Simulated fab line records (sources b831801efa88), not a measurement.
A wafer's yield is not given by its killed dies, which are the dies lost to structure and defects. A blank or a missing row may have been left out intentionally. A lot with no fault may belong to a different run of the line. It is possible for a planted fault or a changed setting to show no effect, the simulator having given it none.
The tool behind it: which one? ; flow gf180mcu ; 45 wafers from 15 lots sampled at 3 of the route's 602 steps

WHAT EACH GAUGE READ, for each wafer
The record lacks any reading of a measuring or inspecting step that a usual standard deviation could be used to judge.

WHICH TOOL RAN EACH LOT (tool, then ch and the chambers of the sampled wafers, then the start)
lot;GF_V2_CMP_04;GF_V2_ETCH_16;GF_V3_DEVELOP_13
L667;cmp-02 ch 0,1,3, day 19 04:39;rieDiel-01 ch 0,2,3, day 20 05:14;lithoTrack-03 ch 0, day 22 07:19
L669;cmp-02 ch 0,2,3, day 19 23:05;rieDiel-03 ch 0,1,2, day 20 23:32;lithoTrack-02 ch 0, day 23 01:38
L670;cmp-01 ch 0,1,3, day 20 05:41;rieDiel-01 ch 0,1,3, day 21 05:53;lithoTrack-02 ch 0, day 23 06:07
L672;cmp-01 ch 0,1,2, day 21 07:32;rieDiel-02 ch 0,3, day 22 07:34;lithoTrack-03 ch 0, day 24 07:04
L673;cmp-01 ch 1,2,3, day 21 13:44;rieDiel-01 ch 0,1,2, day 22 13:37;lithoTrack-03 ch 0, day 24 13:44
L674;cmp-02 ch 0,1,3, day 22 03:12;rieDiel-03 ch 0,1,3, day 23 02:37;lithoTrack-02 ch 0, day 25 01:35
L675;cmp-01 ch 0,2,3, day 22 11:02;rieDiel-02 ch 1,3, day 23 10:34;lithoTrack-02 ch 0, day 25 09:49
L678;cmp-01 ch 0,1, day 23 13:07;rieDiel-03 ch 0,2, day 24 11:16;lithoTrack-03 ch 0, day 26 09:31
L681;cmp-01 ch 0,3, day 24 12:33;rieDiel-02 ch 0,1, day 25 10:43;lithoTrack-03, day 27 06:59
L682;cmp-01 ch 1,3, day 24 17:06;rieDiel-01 ch 1,2, day 25 15:08;lithoTrack-04, day 27 11:02
L683;cmp-01 ch 0,2,3, day 24 23:48;rieDiel-03 ch 0,1,3, day 25 21:01;lithoTrack-04, day 27 16:57
L687;cmp-02 ch 0,1,2, day 26 09:26;rieDiel-02 ch 0,1,2, day 27 06:34;lithoTrack-04 ch 0, day 29 00:29
L688;cmp-01 ch 0,1,2, day 26 09:47;rieDiel-03 ch 0,1,2, day 27 07:10;lithoTrack-04 ch 0, day 29 00:48
L689;cmp-02 ch 0,1,3, day 26 16:58;rieDiel-03 ch 0,2, day 27 14:10;lithoTrack-04 ch 0, day 29 06:57
L690;cmp-01 ch 0,2,3, day 27 02:58;rieDiel-02 ch 0,1,3, day 27 23:31;lithoTrack-04 ch 0, day 29 17:08
- GF_V2_CMP_04: polishes SiO2.
- GF_V2_ETCH_16: etches BARC in N2/H2.
- GF_V3_DEVELOP_13: develop time 60 s.

AS READ BY THE TOOLS THEMSELVES (means over the sampled wafers that have a number; for cases with no such wafer, the mark the record gives instead)
GF_V2_CMP_04. Usual: headPressurePsi 4.001 psi, standard deviation 0.0091; motorCurrentA 12.1 A, standard deviation 0.67; platenRpm 60.00 rpm, standard deviation 0.045; slurryFilterDpKPa 13.50 kPa, standard deviation 0.13; slurryFlowMlMin 150.1, standard deviation 0.48; timeToEndpointS 76 s, standard deviation 4.8.
lot;tool;headPressurePsi (psi);motorCurrentA (A);platenRpm (rpm);slurryFilterDpKPa (kPa);slurryFlowMlMin;timeToEndpointS (s);flag
L667;cmp-02;4.004;12.0;59.99;13.63;150.1;76;
L669;cmp-02;4.010;11.8;60.03;13.57;150.2;83;
L670;cmp-01;4.003;12.4;60.01;13.43;150.2;77;
L672;cmp-01;4.005;12.1;60.03;13.50;150.1;76;
L673;cmp-01;4.001;12.2;60.01;13.54;150.2;74;
L674;cmp-02;3.992;12.1;60.03;13.42;149.9;71;
L675;cmp-01;3.993;12.6;60.00;13.46;150.3;75;
L678;cmp-01;3.998;12.2;60.02;13.49;150.3;75;
L681;cmp-01;3.990;12.1;59.98;13.47;149.8;77;
L682;cmp-01;4.005;11.9;60.00;13.44;150.0;79;
L683;cmp-01;4.009;12.4;60.02;13.48;150.0;74;
L687;cmp-02;4.003;12.4;59.96;13.40;150.4;78;
L688;cmp-01;4.006;12.1;60.01;13.51;150.1;73;
L689;cmp-02;4.006;12.1;60.02;13.46;150.1;80;
L690;cmp-01;4.005;12.3;59.96;13.46;150.5;77;

GF_V2_ETCH_16. Usual: drypumpMotorCurrentA 5.7 A, standard deviation 0.36; oesProductAu 0.854 a.u., standard deviation 0.0047; throttleValvePct 13.224 %, standard deviation 0.0099.
lot;tool;drypumpMotorCurrentA (A);oesProductAu (a.u.);throttleValvePct (%);flag
L667;rieDiel-01;5.8;0.851;13.215;
L669;rieDiel-03;5.5;0.860;13.234;
L670;rieDiel-01;5.4;0.857;13.225;
L672;rieDiel-02;6.0;0.854;13.220;
L673;rieDiel-01;5.5;0.853;13.223;
L674;rieDiel-03;5.7;0.851;13.225;
L675;rieDiel-02;5.9;0.854;13.233;
L678;rieDiel-03;5.6;0.850;13.229;
L681;rieDiel-02;6.1;0.860;13.219;
L682;rieDiel-01;5.3;0.855;13.224;
L683;rieDiel-03;5.7;0.855;13.215;
L687;rieDiel-02;5.9;0.854;13.225;
L688;rieDiel-03;5.5;0.854;13.222;
L689;rieDiel-03;5.7;0.858;13.227;
L690;rieDiel-02;6.0;0.860;13.218;

GF_V3_DEVELOP_13. Usual: chillPlateTempC 23.03 C, standard deviation 0.098; resistLineTempC 23.02 C, standard deviation 0.097.
lot;tool;chillPlateTempC (C);resistLineTempC (C);flag
L667;lithoTrack-03;22.98;23.01;
L669;lithoTrack-02;23.06;23.07;
L670;lithoTrack-02;23.04;23.07;
L672;lithoTrack-03;23.13;22.93;
L673;lithoTrack-03;23.18;23.07;
L674;lithoTrack-02;22.90;23.07;
L675;lithoTrack-02;23.16;22.99;
L678;lithoTrack-03;22.94;23.07;
L681;lithoTrack-03;-;-;OFF
L682;lithoTrack-04;-;-;OFF
L683;lithoTrack-04;-;-;OFF
L687;lithoTrack-04;22.98;23.11;
L688;lithoTrack-04;23.08;23.05;
L689;lithoTrack-04;22.95;23.00;
L690;lithoTrack-04;23.16;22.97;

THE ANSWER, worked out from the rows above alone
Rule: take the mean of a lot's wafers that have a number; if it is more than 3 standard deviations from the usual mean, the lot is off. A lot without any number at a reading at which 4 lots or more have one is off too. Any other lot the step has rows for is counted as sound. The gauges are gone through in route order, then the tools' own readings, and for those a lot's mean is taken as printed above. The first step at which some lot is off is used, and at that step the reading that is off furthest; a lot without a number counts as furthest.
Off at GF_V3_DEVELOP_13 (chillPlateTempC): L681, L682, L683. Without a number there: L681, L682, L683.
If a tool, at that step or one of the process steps before it, ran each lot that is off and ran no sound lot following the first of them, it fits. Not one of the candidates tried fits.

WHAT HAD BEEN PUT IN BY THE SIMULATOR
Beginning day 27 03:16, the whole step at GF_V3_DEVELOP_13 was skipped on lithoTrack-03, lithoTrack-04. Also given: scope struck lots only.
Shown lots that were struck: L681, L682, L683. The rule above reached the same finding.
